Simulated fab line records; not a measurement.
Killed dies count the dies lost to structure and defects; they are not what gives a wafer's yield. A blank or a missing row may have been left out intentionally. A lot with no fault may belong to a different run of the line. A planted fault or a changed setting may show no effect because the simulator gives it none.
The same fault as seen by 2 desks    flow sky130    every desk sees just its own numbers, and what lay behind them comes last

## TOOL OWNER'S DESK, implanter-03
For each lot that ran on this tool, the mean over its sampled wafers that have a number, from the tool's own readings at SKY_RES_XHIGH_IMPLANT_07. Marked OUT: a lot whose mean sits more than 4 standard deviations from the usual mean, which makes it out of limits; the brackets give that distance.
Columns: A = dose_ions_cm2 at SKY_RES_XHIGH_IMPLANT_07, usual 3.6e+14; B = faraday_current_uA at SKY_RES_XHIGH_IMPLANT_07, usual 525; C = tilt_deg at SKY_RES_XHIGH_IMPLANT_07, usual -0.003 degrees
lot   first seen here  A                  B    C
L248  day 27 01:26     3.6e+14            490  -0.014
L249  day 28 20:17     3.6e+14            480  -0.010
L251  day 29 07:58     3.8e+14 (+52) OUT  486  0.022
L253  day 29 23:32     3.8e+14 (+52) OUT  472  -0.032
L263  day 32 08:41     3.6e+14            471  -0.012
L264  day 32 15:46     3.6e+14            482  -0.022
L268  day 33 23:05     3.6e+14            479  -0.009
This desk's finding: out of limits on L251, L253; first on L251, day 29 07:58 (dose_ions_cm2 at SKY_RES_XHIGH_IMPLANT_07). In limits: L248, L249, L263, L264, L268.

## FROM THE METROLOGY DESK
What the gauges read for every lot (on any tool): the sampled wafers with a number, averaged. Marked OUT: a lot whose mean sits more than 4 standard deviations from the usual mean, which makes it out of limits; the brackets give that distance.
Columns: A = POLY_CUT_OVL at SKY_POLY_CUT_OVL_MEAS_09, usual 1 nm; B = SD_P_RS at SKY_SD_N_RS_MEAS_17, usual 147.0 ohm/sq; C = RES_XHIGH_RS at SKY_SD_N_RS_MEAS_18, usual 333.3 ohm/sq
lot   first seen here  A    B      C
L247  day 24 00:25     -1   146.9  333.1
L248  day 24 13:45     6    146.7  333.1
L249  day 26 09:52     7    147.2  330.9
L251  day 26 23:10     0    146.6  317.8 (-12) OUT
L250  day 27 03:09     -11  147.1  334.5
L253  day 27 14:48     -3   147.1  316.6 (-13) OUT
L263  day 30 01:06     4    147.7  335.9
L264  day 30 08:41     -5   146.4  334.1
L265  day 30 14:50     3    146.6  331.8
L266  day 31 06:05     -5   146.6  331.7
L267  day 31 12:03     -1   146.7  332.1
L268  day 31 16:38     3    147.1  335.3
This desk's result: L251, L253 out of limits, first on L251 (RES_XHIGH_RS at SKY_SD_N_RS_MEAS_18), day 30 13:11. In limits: L247, L248, L249, L250, L263, L264, L265, L266, L267, L268.

## BROUGHT TOGETHER
An alarm could have come from the tool owner's desk at day 29 07:58, on L251, L253.
Metrology desk: alarm possible at day 30 13:11 on L251, L253.
Every lot named ran SKY_RES_XHIGH_IMPLANT_07 on implanter-03.

## WHAT HAD BEEN PUT IN BY THE SIMULATOR
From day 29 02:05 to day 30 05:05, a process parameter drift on implanter-03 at SKY_RES_XHIGH_IMPLANT_07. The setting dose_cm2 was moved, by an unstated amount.
Lots struck among those shown: L251, L253.
Hours from the fault's start to each desk's first reading out of limits: the tool owner's desk, 6; the metrology desk, 35.
